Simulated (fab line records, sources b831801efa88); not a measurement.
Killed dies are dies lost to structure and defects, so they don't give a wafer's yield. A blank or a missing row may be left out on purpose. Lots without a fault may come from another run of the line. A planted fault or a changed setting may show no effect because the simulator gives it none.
Problem report in the 8D (eight disciplines) form, filled by code | flow gf180mcu | the parts of the form that need people (team, actions taken, sign-off) are left out

1. THE PROBLEM
strip_time_to_endpoint_s at GF_PASSIVATION_STRIP_12 reads a mean of 34.22 s on 3 wafers of 2 lots; wafers without a fault read 32.95 s with a standard deviation of 0.24. That is +5.3 standard deviations from the usual mean.
The step: strips in O2/N2.
First seen on wafer L537.4, day 32 02:13, on plasma_asher-02. The record holds 35 wafers of 12 lots with a number at this step. Rule for "out", or "out of limits": more than 4 standard deviations from the usual mean. The other wafers with a number count as sound.

2. WHAT IT IS AND WHAT IT IS NOT
question                    | is                               | is not
which readings at this step | strip_time_to_endpoint_s         | drypump_motor_current_A, heater_power_w
which lots                  | L537, L538                       | L526, L527, L529, L530, L531, L535, L544, L547, L548, L549
which wafers of those lots  | L537.4, L537.5, L538.5           | L537.2, L538.1
read on which tools         | plasma_asher-02, plasma_asher-03 | plasma_asher-04
when                        | from day 32 02:13                | up to then (19 sound wafers); but 13 sound wafers of L538, L544, L547, L548, L549 came after

3. SUSPECTS, AND WHAT RULES EACH OUT
Counting: a tool at a process step up to the reading stays a suspect if it ran every lot that is out. Sound lots after the first of them don't rule it out here, since some wafers of a struck lot are sound.
- litho_track-04 at GF_PASSIVATION_COAT_06 (resist thk 4000 nm): kept. It ran every lot that is out, first L537 (day 31 16:56); its last sound lot up to then is L527 (day 28 19:34).
Left after counting: litho_track-04 at GF_PASSIVATION_COAT_06.

4. THE CAUSE (what the simulator had put in)
Process parameter drift: litho_track-04, from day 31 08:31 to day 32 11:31, at GF_PASSIVATION_COAT_06. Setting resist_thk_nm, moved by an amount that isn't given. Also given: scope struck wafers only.
Counting left only this tool.

5. THE CHAIN OF EFFECTS, in route order
Each row: a reading whose mean over the struck wafers that have a number lies more than 3 standard deviations from the usual. Only readings for which the record gives a usual standard deviation are gone through. hours: the time from each lot's start at the first step in this table that gives one to its start at this step, as a median over the lots. sigmas: the change in usual standard deviations.
hours | step                    | reading                  | usual   | on struck wafers | change | sigmas
0     | GF_PASSIVATION_STRIP_12 | strip_time_to_endpoint_s | 32.95 s | 34.22            | +1.27  | +5.3
The process steps in it:
- GF_PASSIVATION_STRIP_12: strips in O2/N2.
Later measuring or inspecting steps at which every struck wafer that the step has a row for has a number for every such reading, and none has moved that far: GF_PASSIVATION_BOW_MEAS_14.

6. WHAT WOULD HAVE CAUGHT IT SOONER
In this record the first reading out of limits was taken at day 32 02:13, 18 hours after the fault began at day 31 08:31.
Of the tool readings at GF_PASSIVATION_COAT_06 for which the record gives a usual standard deviation, none was out on any struck wafer, so an alarm limit of 4 standard deviations on them would not have fired.
Of the lots that are out (2), L538 began GF_PASSIVATION_COAT_06 on litho_track-04 after day 32 02:13. A hold on the tool at that time would have spared it.
